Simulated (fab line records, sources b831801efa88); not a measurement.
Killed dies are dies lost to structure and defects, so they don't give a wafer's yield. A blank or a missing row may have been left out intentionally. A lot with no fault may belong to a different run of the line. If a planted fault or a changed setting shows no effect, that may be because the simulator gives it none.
Which tool is to blame? ; flow sky130 ; 12 lots with 36 wafers sampled at 5 steps, on a route of 708 steps

== WHAT EACH GAUGE READ, for each wafer ==
SKY_RES_PROTECT_TW_MEAS_08. Usual: POLY_GATE_TW gives 4064 (standard deviation 25).
lot;measured;on;POLY_GATE_TW;flag
L597;day 15 20:02;film_metro-04;4062 4057 4049;
L599;day 16 09:46;film_metro-01;4094 4101 4098;
L600;day 17 03:49;film_metro-04;4083 4053 4061;
L601;day 17 10:34;film_metro-04;4063 4059 4073;
L602;day 17 18:31;film_metro-02;4013 4020 4034;
L603;day 18 09:08;film_metro-02;4050 4060 4043;
L605;day 18 19:07;film_metro-02;4034 4031 4041;
L607;day 19 16:01;film_metro-01;4061 4070 4083;
L606;day 19 16:19;film_metro-02;4015 4035 4059;
L614;day 22 07:20;film_metro-01;4070 4084 4087;
L616;day 23 02:59;film_metro-04;4034 4078 4052;
L618;day 23 20:24;film_metro-01;4081 4063 4086;

SKY_POLY_GATE_CD_MEAS_13 targets a cd of 150 nm. Usual: 149.7 nm for cd_nm, sd 1.3.
lot;measured;on;cd_nm (nm);flag
L597;day 17 02:41;cd_sem-01;149.2 149.3 148.0;
L599;day 17 16:13;cd_sem-01;148.7 150.3 149.7;
L600;day 18 12:04;cd_sem-02;150.7 149.9 149.3;
L601;day 18 22:01;cd_sem-01;151.2 149.8 151.2;
L602;day 19 06:52;cd_sem-01;146.4 148.8 147.8;
L603;day 19 23:08;cd_sem-02;151.6 149.7 150.9;
L605;day 20 04:13;cd_sem-02;149.8 149.3 151.0;
L607;day 20 23:22;cd_sem-01;148.6 150.3 150.9;
L606;day 21 01:19;cd_sem-01;149.4 149.3 149.5;
L614;day 23 14:25;cd_sem-01;151.6 151.4 152.1;
L616;day 24 11:07;cd_sem-02;152.6 153.3 151.8;
L618;day 25 04:54;cd_sem-01;149.2 149.8 150.1;

SKY_LDD_HVN_TW_MEAS_10. Usual: LDD_HVN_TW gives 1460 (standard deviation 6.7).
lot;measured;on;LDD_HVN_TW;flag
L597;day 21 01:17;film_metro-03;1458 1451 1457;
L599;day 21 15:42;film_metro-01;1460 1462 1458;
L600;day 22 11:09;film_metro-04;1449 1461 1454;
L601;day 22 22:27;film_metro-01;1464 1463 1466;
L602;day 23 05:49;film_metro-01;1472 1469 1464;
L603;day 23 22:31;film_metro-04;1463 1452 1459;
L605;day 24 02:25;film_metro-04;1447 1451 1456;
L607;day 24 20:27;film_metro-03;1467 1465 1467;
L606;day 24 23:01;film_metro-03;1451 1459 1457;
L614;day 27 09:46;film_metro-03;1471 1474 1462;
L616;day 28 04:37;film_metro-01;1457 1467 1466;
L618;day 28 22:35;film_metro-04;1451 1454 1455;

== WHAT TOOL EACH LOT RAN ON (gives the tool, then ch and the chambers of the sampled wafers, and finally the start) ==
lot;SKY_LDD_N_IMPLANT_09;SKY_LDD_N_STRIP_16
L597;implanter-04 ch 0, day 18 11:04;plasma_asher-03 ch 0,1, day 18 12:06
L599;implanter-01 ch 0, day 19 01:04;plasma_asher-04 ch 0,1, day 19 02:07
L600;implanter-01 ch 0, day 19 21:36;plasma_asher-04 ch 0,1, day 19 22:39
L601;implanter-04 ch 0, day 20 08:40;plasma_asher-03 ch 0,1, day 20 09:43
L602;implanter-04 ch 0, day 20 16:19;plasma_asher-04 ch 0,1, day 20 17:22
L603;implanter-03 ch 0, day 21 08:29;plasma_asher-01 ch 0,1, day 21 09:31
L605;implanter-04 ch 0, day 21 12:54;plasma_asher-03 ch 0,1, day 21 13:57
L607;implanter-04 ch 0, day 22 07:52;plasma_asher-03 ch 0,1, day 22 08:55
L606;implanter-03 ch 0, day 22 09:46;plasma_asher-03 ch 1, day 22 10:49
L614;implanter-03 ch 0, day 24 22:22;plasma_asher-04 ch 0,1, day 24 23:25
L616;implanter-04 ch 0, day 25 17:55;plasma_asher-01 ch 0,1, day 25 18:58
L618;implanter-04 ch 0, day 26 12:06;plasma_asher-01 ch 0,1, day 26 13:08
- SKY_LDD_N_IMPLANT_09
- SKY_LDD_N_STRIP_16: strips in O2/N2.

== AS READ BY THE TOOLS THEMSELVES (means over the sampled wafers that have a number; for cases with no such wafer, the mark the record gives instead) ==
SKY_LDD_N_IMPLANT_09. Usual: dose_ions_cm2 7.499e+13, standard deviation 8e+10; faraday_current_uA 423, standard deviation 8.9.
lot;tool;dose_ions_cm2;faraday_current_uA;flag
L597;implanter-04;7.499e+13;426;
L599;implanter-01;7.496e+13;428;
L600;implanter-01;7.504e+13;417;
L601;implanter-04;7.493e+13;423;
L602;implanter-04;7.500e+13;422;
L603;implanter-03;7.507e+13;426;
L605;implanter-04;6.398e+13;355;OFF
L607;implanter-04;6.401e+13;349;OFF
L606;implanter-03;7.499e+13;416;
L614;implanter-03;7.499e+13;428;
L616;implanter-04;7.507e+13;428;
L618;implanter-04;7.502e+13;438;

SKY_LDD_N_STRIP_16. Usual: drypump_motor_current_A 5.9 A, standard deviation 0.44; oes_product_au 0.406 a.u., standard deviation 0.0042; strip_time_to_endpoint_s 4.314 s, standard deviation 0.014.
lot;tool;drypump_motor_current_A (A);oes_product_au (a.u.);strip_time_to_endpoint_s (s);flag
L597;plasma_asher-03;6.3;0.409;4.318;
L599;plasma_asher-04;6.1;0.408;4.329;
L600;plasma_asher-04;6.1;0.406;4.331;
L601;plasma_asher-03;6.3;0.404;4.325;
L602;plasma_asher-04;6.0;0.406;4.316;
L603;plasma_asher-01;5.2;0.409;4.325;
L605;plasma_asher-03;6.3;0.401;4.282;
L607;plasma_asher-03;6.1;0.404;4.263;OFF
L606;plasma_asher-03;6.5;0.412;4.317;
L614;plasma_asher-04;6.0;0.406;4.315;
L616;plasma_asher-01;5.2;0.405;4.336;
L618;plasma_asher-01;5.2;0.407;4.308;

== THE ANSWER, worked out from the rows above alone ==
Rule: take the mean of a lot's wafers that have a number; if it is more than 3 standard deviations from the usual mean, the lot is off. A lot without any number at a reading at which 4 lots or more have one is off too. The other lots that the step has rows for count as sound. First the gauges in route order, then the tools' own readings, where a lot's mean is used as printed above. At the first step where some lot is off, the reading lying furthest off is the one used; lots without a number count as furthest.
Off at SKY_LDD_N_IMPLANT_09 (dose_ions_cm2): L605, L607.
If a tool, at that step or one of the process steps before it, ran each lot that is off and ran no sound lot following the first of them, it fits. None of those tried fits.

== WHAT THE SIMULATOR HAD PUT IN ==
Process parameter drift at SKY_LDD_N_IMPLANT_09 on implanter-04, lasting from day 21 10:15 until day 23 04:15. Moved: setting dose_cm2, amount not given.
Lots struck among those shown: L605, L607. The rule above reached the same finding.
